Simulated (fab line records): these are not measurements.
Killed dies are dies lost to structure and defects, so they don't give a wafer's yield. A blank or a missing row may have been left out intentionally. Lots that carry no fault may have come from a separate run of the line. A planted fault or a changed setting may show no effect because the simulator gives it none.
fab line records + flow sky130
record:
- lots: 7
- wafers: 21
- lastDay: 49
route steps=708 shown METAL2@495 VIA2@507 PAD_OPEN@708
lots that met no fault: taken from a fault-free run of the same line
startH: hours from the record's first day to the start of the lot's first wafer shown + waitH: how many hours have passed since the lot's step before this one + " as in the row above + L1.1+2: one row covering several wafers at once + - value missing, or start not given + * or withheld: withheld + < > ~ a bound
route shown NAME@n: NAME is a module with steps in the file, n the number in the route of the first one + usual: the fault-free wafers' mean and standard deviation + same: alike in all rows + chamber/n: place in a boat + sites: each site's reading + _std_site: their standard deviation + _edge_site: inner sites' mean taken away from outer sites' mean + radiusMm: how far each site lies from the wafer's centre + mask NAME#n: copy n + behind: tool/chamber where the wafer was last shaped + hold: reason for holding the lot/hours on hold/outcome of the hold + device: names the non-switching transistor (n, p or np) + end of line: at the end of the route, the tests of the same wafers + where a step has no rows: the recipe by itself + killed: at the first sort, the dies lost to defects and structure; wafer yield is something else + map: dies across one wafer; x = killed, . = not, _ = none there
set.NAME: setting as actually run; set.NAME@STEP: the setting as run at that earlier step + model.NAME: the simulator's own value behind a step, which no gauge read
lots at some steps of the route; a table a step, a row a wafer
services: a tool's chamber out of use, with start hour (startH, from the record's first day; less than 0 if before it), hours out, and reason
== steps ==
step: SKY_METAL2_EXPOSE_12
recipe:
- maskId: MM2
- na: 0.8
- sourceShape: annular
- sigmaInner: 0.55
- sigmaOuter: 0.85
- targetCdNm: 140
- doseMj: 28
step: SKY_METAL2_PEB_13
recipe:
- pebTempC: withheld
- pebTimeS: withheld
- resist: KrF-thick
step: SKY_METAL2_DEVELOP_14
recipe:
- developTimeS: 60
- resist: KrF-thick
- devTempC: 21
step: SKY_METAL2_CD_MEAS_15
recipe:
- targetCdNm: 140
usual:
- cdNm: 139.6/1.5
| lot.wafer | tool     | chamber | startH | waitH | cdNm  |
|-----------|----------|---------|--------|-------|-------|
| L442.4    | cdSem-01 | -       | 878.40 | -     | 139.8 |
| L442.5    | "        | -       | "      | "     | 137.9 |
| L442.6    | "        | -       | "      | "     | 138.7 |
| L440.2    | cdSem-01 | -       | 879.36 | -     | 138.4 |
| L440.4    | "        | -       | "      | "     | 139.3 |
| L440.6    | "        | -       | "      | "     | 139.1 |
| L443.1    | cdSem-01 | -       | 882.86 | -     | 140.8 |
| L443.3    | "        | -       | "      | "     | 141.4 |
| L443.4    | "        | -       | "      | "     | 139.1 |
| L444.1    | cdSem-02 | -       | 887.90 | -     | 138.4 |
| L444.3    | "        | -       | "      | "     | 137.8 |
| L444.6    | "        | -       | "      | "     | 139.0 |
| L449.1    | cdSem-02 | -       | 937.60 | -     | 142.2 |
| L449.3    | "        | -       | "      | "     | 142.9 |
| L449.6    | "        | -       | "      | "     | 140.7 |
| L453.2    | cdSem-01 | -       | 945.98 | -     | 138.4 |
| L453.3    | "        | -       | "      | "     | 137.9 |
| L453.6    | "        | -       | "      | "     | 137.5 |
| L455.3    | cdSem-01 | -       | 963.98 | -     | 138.2 |
| L455.4    | "        | -       | "      | "     | 138.5 |
| L455.5    | "        | -       | "      | "     | 137.6 |
step: SKY_METAL2_OVL_MEAS_16
usual:
- METAL2_OVL: -5/5.6
| lot.wafer | tool       | chamber | startH | waitH | METAL2_OVL[nm] |
|-----------|------------|---------|--------|-------|----------------|
| L442.4    | overlay-01 | -       | 878.47 | 0.1   | -5             |
| L442.5    | "          | -       | "      | "     | -7             |
| L442.6    | "          | -       | "      | "     | 2              |
| L440.2    | overlay-01 | -       | 879.46 | 0.1   | 3              |
| L440.4    | "          | -       | "      | "     | 0              |
| L440.6    | "          | -       | "      | "     | -3             |
| L443.1    | overlay-02 | -       | 882.98 | 0.1   | 1              |
| L443.3    | "          | -       | "      | "     | -9             |
| L443.4    | "          | -       | "      | "     | -9             |
| L444.1    | overlay-02 | -       | 888.02 | 0.1   | -12            |
| L444.3    | "          | -       | "      | "     | -7             |
| L444.6    | "          | -       | "      | "     | -5             |
| L449.1    | overlay-01 | -       | 937.72 | 0.1   | -8             |
| L449.3    | "          | -       | "      | "     | -6             |
| L449.6    | "          | -       | "      | "     | -16            |
| L453.2    | overlay-01 | -       | 946.09 | 0.1   | -14            |
| L453.3    | "          | -       | "      | "     | -8             |
| L453.6    | "          | -       | "      | "     | -15            |
| L455.3    | overlay-01 | -       | 964.07 | 0.1   | -1             |
| L455.4    | "          | -       | "      | "     | -9             |
| L455.5    | "          | -       | "      | "     | -4             |
step: SKY_METAL2_DESCUM_17
recipe:
- chemistry: O2
- sourcePowerW: 150
- biasPowerW: 0
- pressureMtorr: 10
- tempC: 40
- timeS: 8
usual:
- chamberPressureMTorr: 9.999/0.0092
- drypumpMotorCurrentA: 5.9/0.46
- oesProductAu: 1.000/0.0079
- tempC: 40.01/0.11
| lot.wafer | tool        | chamber | startH | waitH | chamberPressureMTorr | drypumpMotorCurrentA | oesProductAu | rfHoursCounterH | tempC |
|-----------|-------------|---------|--------|-------|----------------------|----------------------|--------------|-----------------|-------|
| L442.4    | rieMetal-04 | 1       | 878.50 | 0.0   | 10.011               | 6.0                  | 1.007        | -               | 40.02 |
| L442.5    | "           | 0       | "      | "     | 10.011               | 6.0                  | 0.989        | -               | 40.00 |
| L442.6    | "           | 1       | "      | "     | 10.003               | 6.0                  | 1.000        | -               | 40.07 |
| L440.2    | rieMetal-02 | 0       | 879.49 | 0.0   | 10.014               | 6.6                  | 0.985        | 1               | 40.07 |
| L440.4    | "           | 1       | "      | "     | 10.002               | 5.5                  | 0.995        | -               | 40.00 |
| L440.6    | "           | 0       | "      | "     | 9.977                | 6.6                  | 0.987        | -               | 40.13 |
| L443.1    | rieMetal-02 | 1       | 883.02 | 0.0   | 10.000               | 5.5                  | 1.002        | 15              | 40.03 |
| L443.3    | "           | 1       | "      | "     | 9.998                | 5.5                  | 0.999        | -               | 40.00 |
| L443.4    | "           | 0       | "      | "     | 10.015               | 6.6                  | 0.982        | -               | 40.14 |
| L444.1    | rieMetal-01 | 1       | 888.06 | 0.0   | 10.001               | 5.2                  | 0.998        | 1               | 39.95 |
| L444.3    | "           | 0       | "      | "     | 9.992                | 6.4                  | 1.008        | -               | 40.07 |
| L444.6    | "           | 0       | "      | "     | 9.989                | 6.4                  | 1.004        | -               | 40.07 |
| L449.1    | rieMetal-04 | 1       | 937.76 | 0.0   | 10.002               | 6.0                  | 1.010        | 10              | 40.05 |
| L449.3    | "           | 1       | "      | "     | 9.995                | 6.0                  | 1.008        | -               | 40.08 |
| L449.6    | "           | 0       | "      | "     | 9.989                | 6.0                  | 0.989        | -               | 40.11 |
| L453.2    | rieMetal-02 | 1       | 946.12 | 0.0   | 9.997                | 5.5                  | 1.007        | 19              | 40.01 |
| L453.3    | "           | 0       | "      | "     | 9.999                | 6.6                  | 1.007        | -               | 40.12 |
| L453.6    | "           | 0       | "      | "     | 10.002               | 6.6                  | 1.009        | -               | 40.22 |
| L455.3    | rieMetal-02 | 0       | 964.10 | 0.0   | 9.996                | 6.6                  | 1.003        | -               | 40.05 |
| L455.4    | "           | 1       | "      | "     | 9.988                | 5.5                  | 1.004        | -               | 40.14 |
| L455.5    | "           | 1       | "      | "     | 10.009               | 5.5                  | 1.002        | -               | 39.91 |
step: SKY_METAL2_ETCH_18
recipe:
- chemistry: N2/H2
- target: BARC
- ionEnergyEv: 200
- biasW: 100
- pressureMtorr: 30
- n2FlowSccm: 100
- h2FlowSccm: 200
- icpW: 500
- stopOn: SiO2
- timeS: 45.9
- targetDepthA: 600
usual:
- chamberPressureMTorr: 30.000/0.03
- drypumpMotorCurrentA: 5.9/0.46
- oesProductAu: 0.854/0.005
- throttleValvePct: 13.224/0.0099
| lot.wafer | tool        | chamber | startH | waitH | chamberPressureMTorr | drypumpMotorCurrentA | oesProductAu | rfHoursCounterH | throttleValvePct |
|-----------|-------------|---------|--------|-------|----------------------|----------------------|--------------|-----------------|------------------|
| L442.4    | rieMetal-04 | 1       | 878.54 | 0.0   | 30.036               | 6.0                  | 0.848        | -               | 13.219           |
| L442.5    | "           | 0       | "      | "     | 29.998               | 6.0                  | 0.858        | -               | 13.220           |
| L442.6    | "           | 1       | "      | "     | 29.986               | 6.0                  | 0.854        | -               | 13.202           |
| L440.2    | rieMetal-02 | 0       | 879.52 | 0.0   | 29.983               | 6.6                  | 0.858        | 1               | 13.220           |
| L440.4    | "           | 1       | "      | "     | 30.027               | 5.5                  | 0.850        | -               | 13.217           |
| L440.6    | "           | 0       | "      | "     | 30.012               | 6.6                  | 0.860        | -               | 13.224           |
| L443.1    | rieMetal-02 | 1       | 883.05 | 0.0   | 30.022               | 5.5                  | 0.849        | 15              | 13.213           |
| L443.3    | "           | 1       | "      | "     | 30.053               | 5.5                  | 0.859        | -               | 13.220           |
| L443.4    | "           | 0       | "      | "     | 29.959               | 6.6                  | 0.857        | -               | 13.237           |
| L444.1    | rieMetal-01 | 1       | 888.09 | 0.0   | 29.967               | 5.2                  | 0.858        | 1               | 13.206           |
| L444.3    | "           | 0       | "      | "     | 29.974               | 6.4                  | 0.852        | -               | 13.230           |
| L444.6    | "           | 0       | "      | "     | 30.011               | 6.4                  | 0.855        | -               | 13.212           |
| L449.1    | rieMetal-04 | 1       | 937.79 | 0.0   | 29.994               | 5.9                  | 0.850        | 10              | 13.208           |
| L449.3    | "           | 1       | "      | "     | 30.006               | 6.0                  | 0.862        | -               | 13.219           |
| L449.6    | "           | 0       | "      | "     | 30.048               | 6.0                  | 0.844        | -               | 13.229           |
| L453.2    | rieMetal-02 | 1       | 946.15 | 0.0   | 30.048               | 5.5                  | 0.855        | 19              | 13.230           |
| L453.3    | "           | 0       | "      | "     | 29.997               | 6.6                  | 0.859        | -               | 13.224           |
| L453.6    | "           | 0       | "      | "     | 29.997               | 6.6                  | 0.850        | -               | 13.236           |
| L455.3    | rieMetal-02 | 0       | 964.15 | 0.0   | 30.014               | 6.6                  | 0.851        | -               | 13.234           |
| L455.4    | "           | 1       | "      | "     | 30.004               | 5.5                  | 0.848        | -               | 13.201           |
| L455.5    | "           | 1       | "      | "     | 29.942               | 5.5                  | 0.849        | -               | 13.227           |
step: SKY_METAL2_METAL_ETCH_19
recipe:
- targetDepthA: 3600
- stopOn: SiO2
- overEtchFrac: 0.3
- timeS: 78
- chemistry: Cl2/BCl3
- resistSidewallDeg: 88
- pressureMtorr: 10
- icpW: 900
- biasW: 48.5
- Cl2_flow_sccm: 60
- bcl3FlowSccm: 30
usual:
- chamberPressureMTorr: 10.001/0.0086
- drypumpMotorCurrentA: 5.9/0.46
- oesProductAu: 0.855/0.0056
- throttleValvePct: 22.264/0.0092
| lot.wafer | tool        | chamber | startH | waitH | chamberPressureMTorr | drypumpMotorCurrentA | oesProductAu | rfHoursCounterH | throttleValvePct |
|-----------|-------------|---------|--------|-------|----------------------|----------------------|--------------|-----------------|------------------|
| L442.4    | rieMetal-04 | 1       | 878.62 | 0.1   | 10.010               | 6.0                  | 0.869        | -               | 22.274           |
| L442.5    | "           | 0       | "      | "     | 10.003               | 6.0                  | 0.842        | -               | 22.261           |
| L442.6    | "           | 1       | "      | "     | 9.993                | 6.0                  | 0.853        | -               | 22.261           |
| L440.2    | rieMetal-02 | 0       | 879.59 | 0.0   | 10.010               | 6.6                  | 0.854        | 1               | 22.247           |
| L440.4    | "           | 1       | "      | "     | 9.989                | 5.5                  | 0.856        | -               | 22.268           |
| L440.6    | "           | 0       | "      | "     | 9.994                | 6.6                  | 0.852        | -               | 22.252           |
| L443.1    | rieMetal-02 | 1       | 883.11 | 0.0   | 9.994                | 5.5                  | 0.847        | 15              | 22.259           |
| L443.3    | "           | 1       | "      | "     | 10.008               | 5.5                  | 0.855        | -               | 22.269           |
| L443.4    | "           | 0       | "      | "     | 10.004               | 6.6                  | 0.846        | -               | 22.277           |
| L444.1    | rieMetal-01 | 1       | 888.15 | 0.0   | 9.990                | 5.2                  | 0.850        | 1               | 22.267           |
| L444.3    | "           | 0       | "      | "     | 10.002               | 6.3                  | 0.855        | -               | 22.266           |
| L444.6    | "           | 0       | "      | "     | 10.002               | 6.3                  | 0.858        | -               | 22.250           |
| L449.1    | rieMetal-04 | 1       | 937.85 | 0.0   | 10.004               | 6.0                  | 0.845        | 10              | 22.262           |
| L449.3    | "           | 1       | "      | "     | 10.007               | 6.0                  | 0.854        | -               | 22.267           |
| L449.6    | "           | 0       | "      | "     | 9.993                | 6.0                  | 0.849        | -               | 22.279           |
| L453.2    | rieMetal-02 | 1       | 946.21 | 0.0   | 10.015               | 5.5                  | 0.855        | 19              | 22.273           |
| L453.3    | "           | 0       | "      | "     | 9.997                | 6.6                  | 0.852        | -               | 22.260           |
| L453.6    | "           | 0       | "      | "     | 9.996                | 6.6                  | 0.855        | -               | 22.261           |
| L455.3    | rieMetal-02 | 0       | 964.22 | 0.1   | 9.997                | 6.6                  | 0.857        | -               | 22.269           |
| L455.4    | "           | 1       | "      | "     | 10.005               | 5.5                  | 0.863        | -               | 22.256           |
| L455.5    | "           | 1       | "      | "     | 10.009               | 5.5                  | 0.858        | -               | 22.274           |
step: SKY_METAL2_STRIP_20
recipe:
- chemistry: O2/N2
- powerW: 1400
- pressureMtorr: 1500
- platenTempC: withheld
- o2FlowSccm: 3000
- n2FlowSccm: 300
- overashFraction: 0.5
usual:
- chamberPressureMTorr: 1499.9/1.3
- drypumpMotorCurrentA: 5.7/0.51
- oesProductAu: 0.342/0.0049
- stripTimeToEndpointS: 2.70/0.033
| lot.wafer | tool           | chamber | startH | waitH | chamberPressureMTorr | drypumpMotorCurrentA | oesProductAu | rfHoursCounterH | stripTimeToEndpointS |
|-----------|----------------|---------|--------|-------|----------------------|----------------------|--------------|-----------------|----------------------|
| L442.4    | plasmaAsher-02 | 0       | 878.71 | 0.1   | 1499.9               | 5.2                  | 0.343        | -               | 2.71                 |
| L442.5    | "              | 0       | "      | "     | 1500.3               | 5.2                  | 0.335        | -               | 2.76                 |
| L442.6    | "              | 1       | "      | "     | 1499.2               | 5.6                  | 0.338        | -               | 2.69                 |
| L440.2    | plasmaAsher-01 | 1       | 879.68 | 0.1   | 1498.7               | 6.5                  | 0.348        | 77              | 2.71                 |
| L440.4    | "              | 1       | "      | "     | 1498.3               | 6.5                  | 0.342        | -               | 2.70                 |
| L440.6    | "              | 1       | "      | "     | 1500.3               | 6.6                  | 0.332        | -               | 2.73                 |
| L443.1    | plasmaAsher-02 | 1       | 883.20 | 0.1   | 1501.7               | 5.5                  | 0.336        | 43              | 2.73                 |
| L443.3    | "              | 0       | "      | "     | 1500.8               | 5.2                  | 0.340        | -               | 2.73                 |
| L443.4    | "              | 1       | "      | "     | 1499.0               | 5.5                  | 0.340        | -               | 2.74                 |
| L444.1    | plasmaAsher-02 | 1       | 888.24 | 0.1   | 1499.3               | 5.6                  | 0.340        | 43              | 2.70                 |
| L444.3    | "              | 0       | "      | "     | 1499.5               | 5.2                  | 0.339        | -               | 2.69                 |
| L444.6    | "              | 1       | "      | "     | 1497.8               | 5.5                  | 0.346        | -               | 2.70                 |
| L449.1    | plasmaAsher-02 | 1       | 937.94 | 0.1   | 1499.2               | 5.6                  | 0.349        | 48              | 2.66                 |
| L449.3    | "              | 0       | "      | "     | 1499.1               | 5.2                  | 0.345        | -               | 2.64                 |
| L449.6    | "              | 0       | "      | "     | 1498.9               | 5.2                  | 0.337        | -               | 2.70                 |
| L453.2    | plasmaAsher-04 | 1       | 946.30 | 0.1   | 1502.4               | 5.2                  | 0.352        | 112             | 2.70                 |
| L453.3    | "              | 1       | "      | "     | 1499.9               | 5.2                  | 0.345        | -               | 2.71                 |
| L453.6    | "              | 0       | "      | "     | 1497.6               | 6.3                  | 0.341        | -               | 2.70                 |
| L455.3    | plasmaAsher-01 | 0       | 964.31 | 0.1   | 1500.3               | 5.7                  | 0.339        | -               | 2.70                 |
| L455.4    | "              | 1       | "      | "     | 1500.7               | 6.5                  | 0.343        | -               | 2.69                 |
| L455.5    | "              | 1       | "      | "     | 1500.5               | 6.5                  | 0.343        | -               | 2.70                 |
step: SKY_METAL2_STRIP_21
recipe:
- chemistry: postEtchResidueRemover
- timeS: 1200
- tempC: 72.5
step: SKY_METAL2_CLEAN_22
recipe:
- chemistry: IPA
- timeS: 180
- tempC: 25
step: SKY_METAL2_CLEAN_23
recipe:
- chemistry: O3/DIW
- dry: n2Spin
step: SKY_VIA2_HDPCVD_00
recipe:
- material: SiO2
- targetThkNm: 1180
- sigmaOpenFrac: 0.3
- timeS: 196.7
- tempC: 400
- sih4FlowSccm: 60
- pressureMtorr: 6
usual:
- pressureMtorr: 6.002/0.011
- runLengthS: 224.6/0.48
- susceptorTempC: 399.99/0.22
| lot.wafer | tool      | chamber | startH | waitH | pressureMtorr | runLengthS | susceptorTempC |
|-----------|-----------|---------|--------|-------|---------------|------------|----------------|
| L442.4    | hdpcvd-02 | 0       | 879.33 | 0.1   | 6.011         | 224.0      | 399.98         |
| L442.5    | "         | 1       | "      | "     | 6.020         | 224.2      | 399.82         |
| L442.6    | "         | 2       | "      | "     | 6.008         | 224.9      | 399.86         |
| L440.2    | hdpcvd-02 | 1       | 880.27 | 0.0   | -             | -          | -              |
| L440.4    | "         | 0       | "      | "     | -             | -          | -              |
| L440.6    | "         | 1       | "      | "     | -             | -          | -              |
| L443.1    | hdpcvd-01 | 0       | 883.79 | 0.0   | -             | -          | -              |
| L443.3    | "         | 1       | "      | "     | -             | -          | -              |
| L443.4    | "         | 1       | "      | "     | -             | -          | -              |
| L444.1    | hdpcvd-02 | 2       | 888.93 | 0.0   | -             | -          | -              |
| L444.3    | "         | 0       | "      | "     | -             | -          | -              |
| L444.6    | "         | 0       | "      | "     | -             | -          | -              |
| L449.1    | hdpcvd-02 | 2       | 938.53 | 0.0   | 6.006         | 224.7      | 400.00         |
| L449.3    | "         | 0       | "      | "     | 6.004         | 223.6      | 399.93         |
| L449.6    | "         | 1       | "      | "     | 6.006         | 225.1      | 399.97         |
| L453.2    | hdpcvd-02 | 2       | 946.90 | 0.0   | 6.003         | 225.4      | 399.73         |
| L453.3    | "         | 1       | "      | "     | 5.998         | 224.1      | 400.07         |
| L453.6    | "         | 2       | "      | "     | 5.996         | 224.7      | 399.76         |
| L455.3    | hdpcvd-01 | 1       | 964.87 | 0.0   | 6.014         | 224.3      | 399.61         |
| L455.4    | "         | 1       | "      | "     | 5.995         | 225.1      | 400.01         |
| L455.5    | "         | 2       | "      | "     | 6.001         | 225.2      | 400.13         |
step: SKY_PAD_OPEN_PROBE_99
usual:
- defectLimitedYield: 82.5/1.9
- killed_at_M0_to_M3: 44/6.4
- killed_at_M4_up: 3.4/2.1
- killedAtContacts: 23/5
- killedAtFrontEnd: 15/4.5
- killedAtOther: 0.3/0.54
- killedDies: 86/9.5
- killedOpen: 48/6.9
- killedShort: 38/5.9
- sort_bin_3_pad_short: 0.8/0.44
- sort_bin_5_function: 10.5/1.6
- sort_bin_6_memory: 6.1/1.1
- sortNPass: 406/9.5
- sortYieldPct: 82.5/1.9
same:
- grossDies: 492
- killedAtBackSide: 0
- sort_bin_4_leakage[%]: 0
- sort_bin_8_speed[%]: 0
| lot.wafer | tool      | chamber | startH  | waitH | defectLimitedYield[%] | killed_at_M0_to_M3 | killed_at_M4_up | killedAtContacts | killedAtFrontEnd | killedAtOther | killedDies | killedOpen | killedShort | sort_bin_3_pad_short[%] | sort_bin_5_function[%] | sort_bin_6_memory[%] | sortNPass | sortYieldPct[%] |
|-----------|-----------|---------|---------|-------|-----------------------|--------------------|-----------------|------------------|------------------|---------------|------------|------------|-------------|-------------------------|------------------------|----------------------|-----------|-----------------|
| L442.4    | prober-01 | -       | 1119.60 | 0.2   | 84.3                  | 44                 | 3               | 15               | 14               | 1             | 77         | 47         | 30          | 0.4                     | 9.8                    | 5.5                  | 415       | 84.3            |
| L442.5    | prober-01 | -       | 1119.65 | 0.2   | 83.5                  | 42                 | 7               | 19               | 13               | 0             | 81         | 45         | 36          | 0.6                     | 11.4                   | 4.5                  | 411       | 83.5            |
| L442.6    | prober-01 | -       | 1119.70 | 0.2   | 83.7                  | 38                 | 4               | 23               | 15               | 0             | 80         | 45         | 35          | 0.2                     | 9.1                    | 6.9                  | 412       | 83.7            |
| L455.3    | prober-01 | -       | 1182.39 | 0.2   | 82.3                  | 50                 | 3               | 20               | 14               | 0             | 87         | 45         | 42          | 1.2                     | 12.0                   | 4.5                  | 405       | 82.3            |
| L455.4    | prober-01 | -       | 1182.44 | 0.2   | 83.1                  | 36                 | 3               | 34               | 10               | 0             | 83         | 50         | 33          | 0.2                     | 11.0                   | 5.7                  | 409       | 83.1            |
| L455.5    | prober-01 | -       | 1182.49 | 0.2   | 83.9                  | 38                 | 5               | 21               | 15               | 0             | 79         | 44         | 35          | 0.8                     | 8.9                    | 6.3                  | 413       | 83.9            |
killed by level:class
L442.4 VIA1:geometricParticle:open=17 VIA3:geometricParticle:open=8 POLY_GATE:geometricParticle:short=6 LI_CONTACT:geometricParticle:open=6 METAL2:geometricParticle:short=5 CONTACT:geometricParticle:open=4 VIA2:geometricParticle:open=4 FIELD_ISO:geometricParticle:open=3
L442.5 VIA2:geometricParticle:open=9 VIA1:geometricParticle:open=9 VIA3:geometricParticle:open=6 CONTACT:geometricParticle:short=6 LOCAL_INTERCONNECT:geometricParticle:short=5 METAL1:geometricParticle:short=5 POLY_GATE:geometricParticle:short=4 CONTACT:geometricParticle:open=4
L442.6 VIA1:geometricParticle:open=14 VIA2:geometricParticle:open=7 CONTACT:geometricParticle:short=7 POLY_GATE:geometricParticle:open=4 LI_CONTACT:geometricParticle:open=4 LOCAL_INTERCONNECT:geometricParticle:short=4 CONTACT:geometricParticle:open=4 VIA3:geometricParticle:open=4
L455.3 VIA1:geometricParticle:open=12 CONTACT:geometricParticle:open=9 VIA1:geometricParticle:short=8 VIA3:geometricParticle:open=6 METAL2:geometricParticle:short=5 FIELD_ISO:geometricParticle:short=4 POLY_GATE:geometricParticle:open=4 POLY_GATE:geometricParticle:short=4
L455.4 LI_CONTACT:geometricParticle:open=12 CONTACT:geometricParticle:open=9 POLY_GATE:geometricParticle:open=6 METAL1:geometricParticle:short=6 CONTACT:geometricParticle:short=6 VIA1:geometricParticle:open=6 VIA2:geometricParticle:open=6 VIA1:geometricParticle:short=5
L455.5 CONTACT:geometricParticle:open=12 VIA1:geometricParticle:open=12 METAL1:geometricParticle:short=5 VIA2:geometricParticle:open=4 POLY_GATE:geometricParticle:open=4 POLY_GATE:geometricParticle:short=4 METAL4:geometricParticle:short=4 FIELD_ISO:geometricParticle:open=3
== services ==
| tool           | chamber | startH | hours | kind      |
|----------------|---------|--------|-------|-----------|
| plasmaAsher-04 | -       | 861.03 | 1.9   | repair    |
| rieMetal-02    | 0       | 883.75 | 9.9   | repair    |
| rieMetal-01    | 1       | 895.68 | 5.8   | repair    |
| rieMetal-01    | -       | 897.61 | 0.5   | repair    |
| hdpcvd-01      | -       | 901.71 | 1.6   | repair    |
| plasmaAsher-01 | -       | 925.21 | 3.6   | repair    |
| hdpcvd-01      | -       | 934.66 | 4.3   | pm        |
| rieMetal-02    | -       | 938.92 | 0.7   | repair    |
| plasmaAsher-04 | -       | 941.53 | 2.4   | repair    |
| rieMetal-01    | -       | 942.45 | 2.6   | repair    |
| rieMetal-01    | -       | 942.82 | 0.3   | repair    |
| plasmaAsher-01 | -       | 945.77 | 7.7   | repair    |
| hdpcvd-02      | -       | 950.25 | 15.0  | pm        |
| hdpcvd-02      | 0       | 950.25 | 15.0  | ventCycle |
| hdpcvd-02      | 1       | 950.25 | 15.0  | ventCycle |
| hdpcvd-02      | 2       | 950.25 | 15.0  | ventCycle |
| plasmaAsher-02 | -       | 963.70 | 4.3   | repair    |
== key ==
firstSign:
- step: SKY_VIA2_HDPCVD_00
- reading: toolRecord
- direction: missing
effect none on later readings
metAt SKY_VIA2_HDPCVD_00
struckWafers L440.2,L440.4,L440.6,L443.1,L443.3,L443.4,L444.1,L444.3,L444.6
scrappedBehind SKY_VIA2_THK_MEAS_01 L440.2,L440.4,L440.6,L443.1,L443.3,L443.4,L444.1,L444.3,L444.6
onsetBetween 879.33 880.27
fault:
- kind: skippedStepWhole
- tool: hdpcvd-01,hdpcvd-02
- chamber: -
- onsetH: 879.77
- steps: SKY_VIA2_HDPCVD_00
- scope: struckLotsOnly
